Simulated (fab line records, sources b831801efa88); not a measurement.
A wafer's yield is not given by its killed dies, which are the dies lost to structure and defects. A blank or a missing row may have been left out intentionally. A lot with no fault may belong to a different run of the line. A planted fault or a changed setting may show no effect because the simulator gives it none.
Which tool did it? | flow sky130 | Sampling: 13 lots, 39 wafers, 4 of 708 route steps

WHAT EACH GAUGE READ, for each wafer
SKY_SONOS_TUNNEL_CD_MEAS_07 targets a cd of 410 nm.
lot  | measured     | on       | cdNm (nm)
L519 | day 11 10:21 | cdSem-01 | 409.7 408.1 408.8
L521 | day 11 18:05 | cdSem-02 | 412.1 410.6 411.5
L524 | day 13 13:12 | cdSem-01 | 406.3 406.9 408.7
L523 | day 13 15:08 | cdSem-01 | 410.8 407.0 408.8
L526 | day 14 01:40 | cdSem-02 | 410.2 411.2 407.3
L527 | day 14 04:02 | cdSem-02 | 410.3 412.1 407.8
L533 | day 15 22:41 | cdSem-01 | 412.3 410.6 411.2
L534 | day 16 08:01 | cdSem-02 | 410.6 408.2 411.2
L535 | day 16 15:17 | cdSem-02 | 406.5 409.7 410.5
L538 | day 17 17:46 | cdSem-01 | 407.7 406.4 410.3
L539 | day 17 23:34 | cdSem-02 | 409.4 411.4 409.2
L540 | day 18 11:34 | cdSem-01 | 404.8 409.5 406.5
L542 | day 19 01:51 | cdSem-01 | 411.6 410.8 410.6

SKY_LDD_LDN_OVL_MEAS_07.
lot  | measured     | on         | LDD_LDN_OVL (nm)
L519 | day 22 19:56 | overlay-02 | -2.5 -1.7 -3.5
L521 | day 23 04:07 | overlay-02 | -3.1 -2.5 -2.9
L524 | day 25 06:33 | overlay-01 | -1.4 -1.2 -3.0
L523 | day 25 16:07 | overlay-02 | -0.5 -0.7 -1.4
L526 | day 25 19:04 | overlay-01 | -1.7 -0.3 -1.0
L527 | day 26 01:46 | overlay-01 | -1.9 -2.4 -1.5
L533 | day 27 17:47 | overlay-01 | -1.6 -1.2 -2.3
L534 | day 28 03:13 | overlay-02 | 0.2 -2.2 -0.1
L535 | day 28 10:38 | overlay-01 | -0.6 -1.7 -1.9
L538 | day 29 13:59 | overlay-01 | 0.0 0.4 2.4
L539 | day 29 15:17 | overlay-01 | -3.1 -0.4 0.1
L540 | day 30 17:59 | overlay-02 | -1.2 -2.8 -0.5
L542 | day 30 21:40 | overlay-02 | -2.0 -3.5 -2.7

SKY_LOCAL_INTERCONNECT_OVL_MEAS_12.
lot  | measured     | on         | LOCAL_INTERCONNECT_OVL (nm)
L519 | day 30 07:55 | overlay-01 | 6 -1 9
L521 | day 30 15:43 | overlay-02 | -4 -7 -4
L527 | day 33 09:58 | overlay-01 | 5 -6 0
L533 | day 34 22:17 | overlay-01 | 1 -6 3
L534 | day 35 05:13 | overlay-02 | -4 -5 0
L535 | day 35 13:16 | overlay-02 | -15 -26 -8
L538 | day 36 21:07 | overlay-02 | -4 -4 -5
L539 | day 36 21:05 | overlay-02 | -10 -9 -2
L540 | day 37 16:46 | overlay-01 | 3 8 7
L542 | day 37 18:53 | overlay-01 | -4 -8 -5

WHICH TOOL RAN EACH LOT (tool, then ch and the chambers of the sampled wafers, then the start)
lot  | SKY_POLY_CUT_ETCH_11
L519 | rieDiel-02 ch 0,3, day 24 04:14
L521 | rieDiel-01 ch 0,1,3, day 24 13:00
L524 | rieDiel-01 ch 1,2,3, day 26 19:06
L523 | rieDiel-01 ch 1,2,3, day 27 00:21
L526 | rieDiel-04 ch 0,3, day 27 03:11
L527 | rieDiel-01 ch 1,2, day 27 10:39
L533 | rieDiel-02 ch 1,2,3, day 29 00:44
L534 | rieDiel-01 ch 0,3, day 29 09:35
L535 | rieDiel-01 ch 0,1,3, day 29 17:09
L538 | rieDiel-04 ch 0,3, day 31 02:53
L539 | rieDiel-02 ch 2,3, day 31 02:32
L540 | rieDiel-01 ch 2,3, day 32 01:43
L542 | rieDiel-04 ch 0,1,2, day 32 03:29
- SKY_POLY_CUT_ETCH_11: etches Si3N4 in CF4/CH2F2/Ar, stops on poly-Si, time 42.5 s, target depth 60 nm.

AS READ BY THE TOOLS THEMSELVES (means over the sampled wafers that have a number; for cases with no such wafer, the mark the record gives instead)
SKY_POLY_CUT_ETCH_11.
lot  | tool       | biasW (W) | cf4FlowSccm (sccm) | drypumpMotorCurrentA (A) | oesProductAu (a.u.) | throttleValvePct (%)
L519 | rieDiel-02 | 149.8     | 40.06              | 5.8                      | 0.834               | 14.985
L521 | rieDiel-01 | 149.7     | 40.02              | 5.3                      | 0.822               | 14.993
L524 | rieDiel-01 | -         | -                  | -                        | -                   | -
L523 | rieDiel-01 | -         | -                  | -                        | -                   | -
L526 | rieDiel-04 | -         | -                  | -                        | -                   | -
L527 | rieDiel-01 | 150.0     | 39.97              | 5.4                      | 0.818               | 14.988
L533 | rieDiel-02 | 149.9     | 40.07              | 6.2                      | 0.830               | 14.992
L534 | rieDiel-01 | 149.8     | 40.05              | 5.5                      | 0.827               | 14.998
L535 | rieDiel-01 | 149.8     | 40.00              | 5.3                      | 0.835               | 14.998
L538 | rieDiel-04 | 150.2     | 40.01              | 5.3                      | 0.830               | 15.000
L539 | rieDiel-02 | 149.6     | 39.99              | 6.1                      | 0.833               | 15.004
L540 | rieDiel-01 | 149.7     | 40.01              | 5.6                      | 0.836               | 15.007
L542 | rieDiel-04 | 149.6     | 39.96              | 5.6                      | 0.833               | 14.995

THE ANSWER, worked out from the rows above alone
Rule: the usual values come from the lots themselves. Put in order of their means at a reading, lots are off if they are a third of the lots or fewer, leave a main group of 4 or more, and stand apart from it by a gap of 3 or more times the standard deviation of the main group's means; of several such gaps the widest counts. The tables above print the reading to a certain number of digits; a main group whose means all agree to those digits is not used. Also off: a lot with no number at a reading for which 4 or more lots have one. Where the step has rows for the other lots, those lots are counted as sound. After the gauges, taken in route order, come the tools' own readings; for these a lot's mean is taken, as printed above. At the first step where some lot is off, the reading lying furthest off is the one used; lots without a number count as furthest.
Off: L524, L523, L526, at SKY_POLY_CUT_ETCH_11 (biasW). Without a number there: L524, L523, L526. For the main group the mean is 149.8 W and the standard deviation 0.18.
A tool fits if, at that step or a process step before it, it ran every lot that is off, and no sound lot after the first of them. Of those tried, none fits.

WHAT THE SIMULATOR HAD PUT IN
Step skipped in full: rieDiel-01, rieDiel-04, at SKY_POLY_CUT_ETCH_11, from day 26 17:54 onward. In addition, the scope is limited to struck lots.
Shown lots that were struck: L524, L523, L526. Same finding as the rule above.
